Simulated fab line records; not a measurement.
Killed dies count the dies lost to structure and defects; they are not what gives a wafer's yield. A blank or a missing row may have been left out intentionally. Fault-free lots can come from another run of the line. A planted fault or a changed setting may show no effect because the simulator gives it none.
fab line records	flow sky130
record lots=11	wafers=33	last-day=50
route steps=708 shown VIA2@516 CAPM@540 PAD_OPEN@708
lots untouched by any fault: they come from a run of this same line in which no faults occurred
start-h: start of the lot's first displayed wafer, in hours after the record's first day	wait-h: hours from the lot's prior step to this one	" the same as in the row above	L1.1+2: a single row standing in for several wafers	- no value, or no start was given	* or withheld: withheld	< > ~ a bound
route shown NAME@n: names a module that has steps shown in the file, with the first one's number in the route	usual: the fault-free wafers' mean and standard deviation	same: alike in all rows	chamber/n: place in a boat	sites: each site's reading	_std_site: standard deviation across them	_edge_site: the outer-site mean with the inner-site mean subtracted	radius-mm: for every site, how far away it sits from the centre of the wafer	mask NAME#n: copy n	behind: tool/chamber where the wafer was last shaped	hold: what put the lot on hold/how long, in hours/how the hold closed	device: which transistor (n, p or np) failed to switch	end of line: at the end of the route, the tests of the same wafers	step lacking rows: just its recipe	killed: not the wafer's yield, but the dies lost to structure and defects at the first sort	map: a wafer's dies, x killed, . not, _ none there
set.NAME: the run value of the setting; set.NAME@STEP: its run value at that earlier step	model.NAME: the simulator's own value behind a step, which no gauge read
steps of the route over a sample of lots; a table a step, a row a wafer
services: a tool's chamber out of use, with start hour (start-h, from the record's first day; less than 0 if before it), hours out, and reason
## steps
# step SKY_VIA2_EXPOSE_09
# recipe mask-id=VIM2	na=0.8	source-shape=annular	sigma-inner=0.55	sigma-outer=0.85	target-cd-nm=200	dose-mj=38
# usual exposure-dose-mJ-cm2=38.04/0.049
# same na=0.8	sigma-inner=0.55
lot.wafer	tool	chamber	start-h	wait-h	mask	exposure-dose-mJ-cm2
L284.2	krf-scanner-01	0	841.61	-	VIM2#0	38.02
L284.3	"	0	"	"	VIM2#0	38.01
L284.4	"	0	"	"	VIM2#0	37.97
L293.3	krf-scanner-02	0	910.13	-	VIM2#0	38.06
L293.4	"	0	"	"	VIM2#0	38.04
L293.6	"	0	"	"	VIM2#0	38.04
L294.1	krf-scanner-01	0	917.36	-	VIM2#0	38.41
L294.2	"	0	"	"	VIM2#0	38.47
L294.6	"	0	"	"	VIM2#0	38.55
L296.1	krf-scanner-01	0	920.69	-	VIM2#0	38.55
L296.5	"	0	"	"	VIM2#0	38.52
L296.6	"	0	"	"	VIM2#0	38.50
L298.3	krf-scanner-02	0	939.57	-	VIM2#0	38.08
L298.5	"	0	"	"	VIM2#0	38.07
L298.6	"	0	"	"	VIM2#0	38.09
L300.2	krf-scanner-02	0	957.70	-	VIM2#0	38.02
L300.3	"	0	"	"	VIM2#0	37.93
L300.4	"	0	"	"	VIM2#0	38.02
L302.1	krf-scanner-02	0	966.76	-	VIM2#0	38.05
L302.3	"	0	"	"	VIM2#0	38.12
L302.5	"	0	"	"	VIM2#0	38.11
L303.1	krf-scanner-01	0	984.19	-	VIM2#0	37.96
L303.5	"	0	"	"	VIM2#0	38.01
L303.6	"	0	"	"	VIM2#0	37.96
L304.2	krf-scanner-02	0	985.28	-	VIM2#0	37.99
L304.5	"	0	"	"	VIM2#0	38.05
L304.6	"	0	"	"	VIM2#0	38.01
L305.2	krf-scanner-01	0	987.26	-	VIM2#0	37.96
L305.3	"	0	"	"	VIM2#0	38.01
L305.4	"	0	"	"	VIM2#0	37.96
L307.1	krf-scanner-02	0	1008.32	-	VIM2#0	38.06
L307.3	"	0	"	"	VIM2#0	38.06
L307.5	"	0	"	"	VIM2#0	38.03
# step SKY_VIA2_CD_MEAS_12
# recipe target-cd-nm=200
# usual cd-nm=200.5/1.5
lot.wafer	tool	chamber	start-h	wait-h	hold	cd-nm
L284.2	cd-sem-01	-	855.10	-	-	200.5
L284.3	"	-	"	"	-	198.7
L284.4	"	-	"	"	-	200.1
L293.3	cd-sem-01	-	921.16	-	-	200.7
L293.4	"	-	"	"	-	201.2
L293.6	"	-	"	"	-	201.8
L294.1	cd-sem-01	-	930.22	-	await-dispo/0.2h/release	187.2
L294.2	"	-	"	"	await-dispo/0.2h/release	193.4
L294.6	"	-	"	"	await-dispo/0.2h/release	199.8
L294.1	cd-sem-01	-	930.69	0.4	-	187.4
L294.2	"	-	"	"	-	193.5
L294.6	"	-	"	"	-	200.0
L296.1	cd-sem-01	-	933.62	-	await-dispo/0.2h/release	198.5
L296.5	"	-	"	"	await-dispo/0.2h/release	187.8
L296.6	"	-	"	"	await-dispo/0.2h/release	183.5
L296.1	cd-sem-01	-	933.91	0.3	-	198.2
L296.5	"	-	"	"	-	187.6
L296.6	"	-	"	"	-	183.1
L298.3	cd-sem-02	-	951.18	-	-	198.2
L298.5	"	-	"	"	-	197.5
L298.6	"	-	"	"	-	198.6
L300.2	cd-sem-02	-	969.16	-	-	198.6
L300.3	"	-	"	"	-	199.1
L300.4	"	-	"	"	-	199.1
L302.1	cd-sem-01	-	979.03	-	-	202.6
L302.3	"	-	"	"	-	204.0
L302.5	"	-	"	"	-	204.2
L303.1	cd-sem-01	-	995.12	-	-	201.7
L303.5	"	-	"	"	-	201.2
L303.6	"	-	"	"	-	201.3
L304.2	cd-sem-02	-	996.40	-	-	200.5
L304.5	"	-	"	"	-	201.9
L304.6	"	-	"	"	-	200.3
L305.2	cd-sem-02	-	998.70	-	-	202.0
L305.3	"	-	"	"	-	200.9
L305.4	"	-	"	"	-	200.6
L307.1	cd-sem-02	-	1018.37	-	-	199.1
L307.3	"	-	"	"	-	199.4
L307.5	"	-	"	"	-	200.1
# step SKY_CAPM_RS_MEAS_03
# recipe thk-meas-gauge=four-point-probe	reads=TiN_of_CAPM_SPUTTER_02
# usual CAPM_TIN_RS=6.96/0.07
lot.wafer	tool	chamber	start-h	wait-h	CAPM_TIN_RS[ohm/sq]
L284.2	film-metro-01	-	856.99	0.1	7.05
L284.3	"	-	"	"	7.09
L284.4	"	-	"	"	7.07
L293.3	film-metro-01	-	923.03	0.1	7.08
L293.4	"	-	"	"	7.00
L293.6	"	-	"	"	7.11
L294.1	film-metro-02	-	935.70	0.4	6.94
L294.2	"	-	"	"	6.90
L294.6	"	-	"	"	7.01
L296.1	film-metro-04	-	945.50	0.1	6.94
L296.5	"	-	"	"	6.87
L296.6	"	-	"	"	6.91
L298.3	film-metro-01	-	953.05	0.1	7.00
L298.5	"	-	"	"	7.05
L298.6	"	-	"	"	7.04
L300.2	film-metro-01	-	971.03	0.1	6.92
L300.3	"	-	"	"	6.86
L300.4	"	-	"	"	6.85
L302.1	film-metro-04	-	980.94	0.1	7.02
L302.3	"	-	"	"	7.00
L302.5	"	-	"	"	6.94
L303.1	film-metro-04	-	997.00	0.1	6.97
L303.5	"	-	"	"	6.90
L303.6	"	-	"	"	6.92
L304.2	film-metro-01	-	998.28	0.1	6.98
L304.5	"	-	"	"	7.00
L304.6	"	-	"	"	6.94
L305.2	film-metro-04	-	1000.59	0.1	6.87
L305.3	"	-	"	"	6.94
L305.4	"	-	"	"	6.91
L307.1	film-metro-01	-	1020.24	0.1	6.93
L307.3	"	-	"	"	6.89
L307.5	"	-	"	"	6.95
# step SKY_CAPM_THK_MEAS_04
# recipe thk-meas-gauge=xrf	reads=TiN_of_CAPM_SPUTTER_02
# usual CAPM_TIN_THK=200.6/2.1
lot.wafer	tool	chamber	start-h	wait-h	CAPM_TIN_THK[nm]
L284.2	film-metro-01	-	857.10	0.1	197.1
L284.3	"	-	"	"	198.1
L284.4	"	-	"	"	197.6
L293.3	film-metro-01	-	923.13	0.1	196.8
L293.4	"	-	"	"	198.7
L293.6	"	-	"	"	196.0
L294.1	film-metro-02	-	935.82	0.1	201.3
L294.2	"	-	"	"	202.6
L294.6	"	-	"	"	200.3
L296.1	film-metro-04	-	945.62	0.1	200.7
L296.5	"	-	"	"	203.1
L296.6	"	-	"	"	201.3
L298.3	film-metro-01	-	953.15	0.1	199.8
L298.5	"	-	"	"	198.3
L298.6	"	-	"	"	198.6
L300.2	film-metro-01	-	971.14	0.1	201.6
L300.3	"	-	"	"	202.1
L300.4	"	-	"	"	203.2
L302.1	film-metro-04	-	981.06	0.1	197.9
L302.3	"	-	"	"	198.6
L302.5	"	-	"	"	200.3
L303.1	film-metro-04	-	997.12	0.1	200.4
L303.5	"	-	"	"	202.0
L303.6	"	-	"	"	201.9
L304.2	film-metro-01	-	998.39	0.1	200.6
L304.5	"	-	"	"	200.7
L304.6	"	-	"	"	200.7
L305.2	film-metro-04	-	1000.70	0.1	202.6
L305.3	"	-	"	"	201.4
L305.4	"	-	"	"	202.5
L307.1	film-metro-01	-	1020.36	0.1	201.6
L307.3	"	-	"	"	203.3
L307.5	"	-	"	"	200.6
# step SKY_CAPM_STRIP_14
# recipe chemistry=O2/N2	power-w=1400	pressure-mtorr=1500	platen-temp-c=withheld	o2-flow-sccm=3000	n2-flow-sccm=300	overash-fraction=0.5
# usual drypump-motor-current-A=5.9/0.46	oes-product-au=0.710/0.0046	strip-time-to-endpoint-s=12.65/0.042
lot.wafer	tool	chamber	start-h	wait-h	drypump-motor-current-A	oes-product-au	rf-hours-counter-h	strip-time-to-endpoint-s
L284.2	plasma-asher-01	0	884.05	0.1	5.7	0.719	72	12.67
L284.3	"	0	"	"	5.7	0.710	-	12.68
L284.4	"	1	"	"	6.1	0.711	-	12.66
L293.3	plasma-asher-02	1	947.73	0.1	6.5	0.718	-	12.68
L293.4	"	0	"	"	6.3	0.706	-	12.69
L293.6	"	1	"	"	6.5	0.711	-	12.64
L294.1	plasma-asher-02	1	956.09	0.1	6.5	0.714	22	12.60
L294.2	"	0	"	"	6.3	0.713	22	12.69
L294.6	"	1	"	"	6.5	0.712	-	12.63
L296.1	plasma-asher-02	1	959.77	0.1	6.5	0.706	22	12.77
L296.5	"	1	"	"	6.5	0.712	-	12.71
L296.6	"	0	"	"	6.3	0.710	-	12.72
L298.3	plasma-asher-03	1	976.98	0.1	5.7	0.712	-	12.63
L298.5	"	0	"	"	5.2	0.708	-	12.72
L298.6	"	1	"	"	5.7	0.702	-	12.66
L300.2	plasma-asher-03	0	994.54	0.1	5.2	0.707	54	12.59
L300.3	"	0	"	"	5.2	0.710	-	12.67
L300.4	"	1	"	"	5.7	0.712	-	12.61
L302.1	plasma-asher-01	1	1004.84	0.1	6.1	0.708	84	12.65
L302.3	"	0	"	"	5.7	0.713	-	12.61
L302.5	"	0	"	"	5.7	0.702	-	12.57
L303.1	plasma-asher-02	1	1019.62	0.1	6.5	0.712	29	12.65
L303.5	"	0	"	"	6.3	0.711	-	12.66
L303.6	"	1	"	"	6.5	0.715	-	12.67
L304.2	plasma-asher-01	0	1020.90	0.1	5.7	0.715	86	12.68
L304.5	"	1	"	"	6.1	0.710	-	12.64
L304.6	"	0	"	"	5.7	0.700	-	12.62
L305.2	plasma-asher-03	1	1023.20	0.1	5.7	0.719	56	12.70
L305.3	"	1	"	"	5.7	0.707	-	12.67
L305.4	"	0	"	"	5.2	0.707	-	12.73
L307.1	plasma-asher-03	1	1043.00	0.1	5.7	0.711	58	12.73
L307.3	"	0	"	"	5.2	0.718	-	12.67
L307.5	"	0	"	"	5.2	0.710	-	12.72
# step SKY_PAD_OPEN_PROBE_99
# usual defect-limited-yield=82.2/1.9	killed_at_M0_to_M3=43/6.3	killed_at_M4_up=3.3/1.7	killed-at-contacts=24/5.4	killed-at-front-end=16/4.6	killed-at-other=0.4/0.7	killed-dies=87/9.4	killed-open=47/6.9	killed-short=39/6.1	sort_bin_3_pad_short=0.9/0.45	sort_bin_5_function=10.6/1.5	sort_bin_6_memory=6.3/1.2	sort-n-pass=405/9.4	sort-yield-pct=82.2/1.9
# same gross-dies=492	killed-at-back-side=0	sort_bin_4_leakage[%]=0	sort_bin_8_speed[%]=0
lot.wafer	tool	chamber	start-h	wait-h	defect-limited-yield[%]	killed_at_M0_to_M3	killed_at_M4_up	killed-at-contacts	killed-at-front-end	killed-at-other	killed-dies	killed-open	killed-short	sort_bin_3_pad_short[%]	sort_bin_5_function[%]	sort_bin_6_memory[%]	sort-n-pass	sort-yield-pct[%]
L294.6	prober-02	-	1140.56	0.2	81.5	44	4	28	13	2	91	45	43	1.6	11.0	5.9	401	81.5
L303.1	prober-02	-	1189.33	0.1	84.1	38	1	24	15	0	78	46	32	0.8	11.4	3.7	414	84.1
L303.5	prober-02	-	1189.53	0.2	87.4	29	4	17	12	0	62	31	30	1.0	7.5	4.1	430	87.4
L303.6	prober-02	-	1189.58	0.2	85.2	30	2	25	15	1	73	40	33	1.0	8.3	5.5	419	85.2
# killed by level:class
L294.6 CONTACT:geometric-particle:open=11 VIA2:geometric-particle:open=8 LOCAL_INTERCONNECT:geometric-particle:short=7 LI_CONTACT:geometric-particle:open=7 VIA1:geometric-particle:short=7 VIA1:geometric-particle:open=6 FIELD_ISO:geometric-particle:open=5 VIA3:geometric-particle:short=4
L303.1 CONTACT:geometric-particle:open=12 VIA2:geometric-particle:open=7 FIELD_ISO:geometric-particle:short=6 VIA3:geometric-particle:open=6 LI_CONTACT:geometric-particle:open=6 METAL1:geometric-particle:short=5 VIA1:geometric-particle:open=5 LOCAL_INTERCONNECT:geometric-particle:short=4
L303.5 CONTACT:geometric-particle:open=6 METAL2:geometric-particle:short=6 VIA1:geometric-particle:open=5 VIA3:geometric-particle:open=5 FIELD_ISO:geometric-particle:open=4 LI_CONTACT:geometric-particle:short=4 CONTACT:geometric-particle:short=4 VIA2:geometric-particle:open=4
L303.6 VIA2:geometric-particle:open=9 LI_CONTACT:geometric-particle:open=7 CONTACT:geometric-particle:open=7 LOCAL_INTERCONNECT:geometric-particle:short=4 POLY_GATE:geometric-particle:open=4 FIELD_ISO:geometric-particle:short=3 POLY_GATE:geometric-particle:short=3 CONTACT:geometric-particle:short=3
## services
tool	chamber	start-h	hours	kind
plasma-asher-01	-	818.23	2.8	pm
krf-scanner-02	-	819.50	1.0	pm
krf-scanner-02	0	839.60	-	calibration
krf-scanner-01	-	845.00	1.3	pm
krf-scanner-01	-	853.91	1.0	pm
krf-scanner-02	-	863.34	0.8	pm
plasma-asher-01	-	901.95	2.3	repair
krf-scanner-01	-	903.03	1.6	repair
krf-scanner-01	-	915.68	0.8	pm
krf-scanner-02	-	947.37	4.0	pm
krf-scanner-01	0	961.83	-	calibration
krf-scanner-02	-	979.94	1.3	pm
krf-scanner-02	-	988.50	1.0	pm
krf-scanner-02	0	999.78	-	calibration
plasma-asher-03	-	1003.20	2.1	repair
krf-scanner-02	-	1003.56	0.9	repair
krf-scanner-01	-	1020.90	1.3	pm
krf-scanner-01	-	1022.91	1.0	pm
krf-scanner-02	-	1023.22	1.2	repair
krf-scanner-01	-	1024.67	3.6	pm
krf-scanner-02	-	1032.14	0.8	pm
krf-scanner-01	-	1034.92	5.8	repair
## key
first-sign step=SKY_VIA2_EXPOSE_09	reading=exposure-dose-mJ-cm2	direction=up	sigmas=9.4	usual=*	struck=*
effect step=SKY_VIA2_CD_MEAS_12	reading=visit	direction=added	through=control-loop
effect step=SKY_VIA2_CD_MEAS_12	reading=cd-nm	direction=down	sigmas=5.9	usual=200.5	struck=191.7	wafers-moved=4	through=control-loop
met-at SKY_VIA2_EXPOSE_09
struck-lots L294,L296
loop-trim step=SKY_VIA2_EXPOSE_09	setting=dose	lots=L294,L296
not-acting-at SKY_CAPM_RS_MEAS_03,SKY_CAPM_THK_MEAS_04,SKY_CAPM_STRIP_14
onset-between 841.61 917.36
fault kind=process-parameter-drift	tool=krf-scanner-01	chamber=-	onset-h=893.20	steps=SKY_VIA2_EXPOSE_09	channel=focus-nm	offset=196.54	spread-by-wafer=0.3	shape=step	end-h=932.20
# loop-trim: a control loop set the setting to another value than it would have without faults
